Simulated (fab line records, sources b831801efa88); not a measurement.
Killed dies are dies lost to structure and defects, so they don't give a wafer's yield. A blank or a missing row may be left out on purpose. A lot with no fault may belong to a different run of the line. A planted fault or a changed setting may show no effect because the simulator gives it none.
Struck lot and sound lot, side by side | flow gf180mcu | 28 steps out of a route of 602
Sound: the wafers L826.2, L826.3, L826.4. Wafers L833.1, L833.2, L833.6 were the ones struck. The cause is named last.
Each step with rows lists, per side, the tool, then ch with its chambers, then its first start. Under that, the readings that differ: sound wafers | struck wafers | difference of the means | sigmas: that difference in standard deviations of wafers without a fault.
alike: readings with means less than 2 such deviations apart, plus words and numbers identical on both sides. not compared: withheld readings, readings lacking a value on some wafer, bounds such as >300 that could conceal the same value, and numbers that have no deviation in the record and whose values overlap.
A row with sigmas, a row that says differs or no value, or rows on one side alone: a step with any of these is where the two part. When numbers do not overlap yet have no deviation, they are printed without sigmas and do not part them. A reading missing from all wafers of one side parts the sides only when that side holds two or more wafers.

first, 3 steps without rows for these wafers: GF_V5_STRIP_19 (strips in post etch residue remover, time 1200 s); GF_V5_CLEAN_20 (cleans in DIW); GF_V5_SPUTTER_21 (material Ti, target thk 15 nm, time 80.02 s).
GF_V5_SPUTTER_22: material TiN, target thk 10 nm, time 40 s.
  sound on pvd-sputter-02, day 28 19:55; struck on pvd-sputter-02, day 30 22:04
  alike: cathode-dc-power-W, throttle-valve-pct
GF_V5_CVD_23: deposits W, target thk 350 nm, time 104.9 s.
  sound on cvd-w-01 ch 0,1, day 28 19:58; struck on cvd-w-01 ch 0,1, day 30 22:07
  alike: heater-power-w
  not compared: since-wet-clean-h
GF_V5_RS_MEAS_24: uses a four-point probe to measure.
  sound on film-metro-02, day 28 20:06; struck on film-metro-02, day 30 22:13
  alike: V5_W_RS
GF_V5_THK_MEAS_25: measures by xrf.
  sound on film-metro-02, day 28 20:13; struck on film-metro-02, day 30 22:20
  alike: V5_W_THK
then, 2 steps without rows for these wafers: GF_V5_CMP_26 (polishes, stops on SiO2, t overpolish 15 s, target thk 0 nm); GF_TOP_METAL_SPUTTER_00 (material Ti, target thk 37.5 nm, time 150 s).
GF_TOP_METAL_SPUTTER_01: material TiN, target thk 30 nm, time 25 s.
  sound on pvd-sputter-04, day 28 20:40; struck on pvd-sputter-03, day 30 22:48
  alike: cathode-dc-power-W, throttle-valve-pct
GF_TOP_METAL_SPUTTER_02: material AlCu, target thk 900 nm, time 47.82 s.
  sound on pvd-sputter-04, day 28 20:41; struck on pvd-sputter-03, day 30 22:50
  alike: cathode-dc-power-W, throttle-valve-pct
then, 1 step without rows for these wafers: GF_TOP_METAL_SPUTTER_03 (material Ti, target thk 5 nm, time 3.3 s).
GF_TOP_METAL_SPUTTER_04: material TiN, target thk 25 nm, time 20.8 s.
  sound on pvd-sputter-04, day 28 20:45; struck on pvd-sputter-03, day 30 22:54
  reading                                       | sound                | struck               | difference | sigmas
  cathode-dc-power-W (W)                        | 6500.0 6502.0 6501.8 | 7000.7 6999.1 6997.8 | +497.9     | +99 or more
  model.TiN_of_TOP_METAL_SPUTTER_04.thk-nm (nm) | 25.42 24.95 24.9     | 26.46 27.29 26.18    | +1.55      |
  alike: throttle-valve-pct
GF_TOP_METAL_RS_MEAS_05: uses a four-point probe to measure.
  sound on film-metro-02, day 28 20:49; struck on film-metro-03, day 30 22:56
  alike: TOP_METAL_ALCU_RS
GF_TOP_METAL_THK_MEAS_06: measures by xrf.
  sound on film-metro-02, day 28 20:55; struck on film-metro-03, day 30 23:03
  alike: TOP_METAL_ALCU_THK
then, 7 steps without rows for these wafers: GF_TOP_METAL_DEHYDRATE_07 (time 60 s); GF_TOP_METAL_HMDS_08 (prime time 60 s); GF_TOP_METAL_COAT_09 (resist thk 1500 nm); GF_TOP_METAL_SOFTBAKE_10 (time 60 s); GF_TOP_METAL_EXPOSE_11 (exposes mask MetalTop, target cd 440 nm); GF_TOP_METAL_PEB_12; GF_TOP_METAL_DEVELOP_13 (develop time 60 s).
GF_TOP_METAL_CD_MEAS_14: the cd target is 440 nm.
  sound on cd-sem-02, day 29 16:02; struck on cd-sem-02, day 31 16:40
  alike: cd-nm
GF_TOP_METAL_OVL_MEAS_15:
  sound on overlay-02, day 29 16:09; struck on overlay-02, day 31 16:47
  alike: TOP_METAL_OVL
then, 1 step without rows for these wafers: GF_TOP_METAL_METAL_ETCH_16 (etches the open film in Cl2/BCl3, stops on SiO2, target depth 1197 nm, time 199.5 s).
GF_TOP_METAL_STRIP_17: strips in O2/N2.
  sound on plasma-asher-04 ch 0,1, day 29 16:34; struck on plasma-asher-01 ch 0,1, day 31 17:01
  alike: drypump-motor-current-A, heater-power-w, n2-flow-sccm, oes-product-au, strip-time-to-endpoint-s
  not compared: rf-hours-counter-h
GF_TOP_METAL_STRIP_18: strips in post etch residue remover, time 1200 s.
  sound on wet-bench-02 ch 3, day 29 16:40; struck on wet-bench-03 ch 0, day 31 17:07
  reading                                       | sound          | struck            | difference | sigmas
  model.TiN_of_TOP_METAL_SPUTTER_04.thk-nm (nm) | 25 24.53 24.48 | 26.04 26.87 25.76 | +1.55      |
  alike: bath-heat-duty-pct
then, 1 step without rows for these wafers: GF_TOP_METAL_CLEAN_19 (cleans in DIW).

== WHERE THEY PART ==
At GF_TOP_METAL_SPUTTER_04 and nowhere else, as far as this record goes. Later steps at which nothing parts them and some readings are alike: GF_TOP_METAL_RS_MEAS_05, GF_TOP_METAL_THK_MEAS_06, GF_TOP_METAL_CD_MEAS_14, GF_TOP_METAL_OVL_MEAS_15, GF_TOP_METAL_STRIP_17, GF_TOP_METAL_STRIP_18.

WHY: what the simulator had put in
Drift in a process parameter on pvd-sputter-03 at GF_TOP_METAL_SPUTTER_04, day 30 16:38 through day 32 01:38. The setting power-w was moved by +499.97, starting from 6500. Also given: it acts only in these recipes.
